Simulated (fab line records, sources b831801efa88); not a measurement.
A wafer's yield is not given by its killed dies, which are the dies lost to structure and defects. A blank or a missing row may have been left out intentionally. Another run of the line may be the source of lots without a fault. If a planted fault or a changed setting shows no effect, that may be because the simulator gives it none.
Chamber matching + flow sfq line + 4 sister chambers for SFQ_TRILAYER_I1_CMP_CMP_046 on cmp-02
The step polishes SiO2. 4 wafers are shown with their chamber, then 9 later ones without.

WAFERS, EACH WITH ITS CHAMBER
| wafer  | chamber | motor current A (A) |
|--------|---------|---------------------|
| L192.6 | 0       | 10.2                |
| L193.4 | 1       | 9.0                 |
| L202.4 | 3       | 11.3                |
| L202.6 | 2       | 9.9                 |

WAFERS WITH NO CHAMBER GIVEN
| wafer  | motor current A (A) |
|--------|---------------------|
| L203.1 | 9.8                 |
| L203.3 | 11.0                |
| L203.4 | 9.8                 |
| L204.1 | 9.2                 |
| L204.4 | 9.5                 |
| L204.5 | 8.8                 |
| L205.3 | 10.7                |
| L205.4 | 9.9                 |
| L205.6 | 9.7                 |

CHAMBER TAKEN BY EACH
| wafer  | from the rows above          | in truth |
|--------|------------------------------|----------|
| L203.1 | can't be placed: 2 or 0      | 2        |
| L203.3 | can't be placed: 3 or 0      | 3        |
| L203.4 | can't be placed: 2 or 0      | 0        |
| L204.1 | can't be placed: 1 or 2      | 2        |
| L204.4 | can't be placed: 2 or 1 or 0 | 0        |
| L204.5 | 1                            | 1        |
| L205.3 | can't be placed: 0 or 3 or 2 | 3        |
| L205.4 | can't be placed: 2 or 0      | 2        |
| L205.6 | can't be placed: 2 or 0 or 1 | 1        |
1 of 9 placed correctly. Unplaceable from these rows: 8, with the true chamber sitting among the candidates in 8. Wrongly placed: 0.
How it was worked out, from the rows above alone: a wafer's distance from a chamber is the root of the sum, over the readings, of the square of ((its reading less the chamber's mean) divided by the reading's scatter). If the next closest chamber is less than 2 further off than the closest, the wafer can't be placed; otherwise it belongs to the closest. For every chamber, the mean is computed from those of its wafers that are shown. The scatter: root of mean squared gap, hidden wafer to nearest shown wafer, with one shown wafer a chamber.
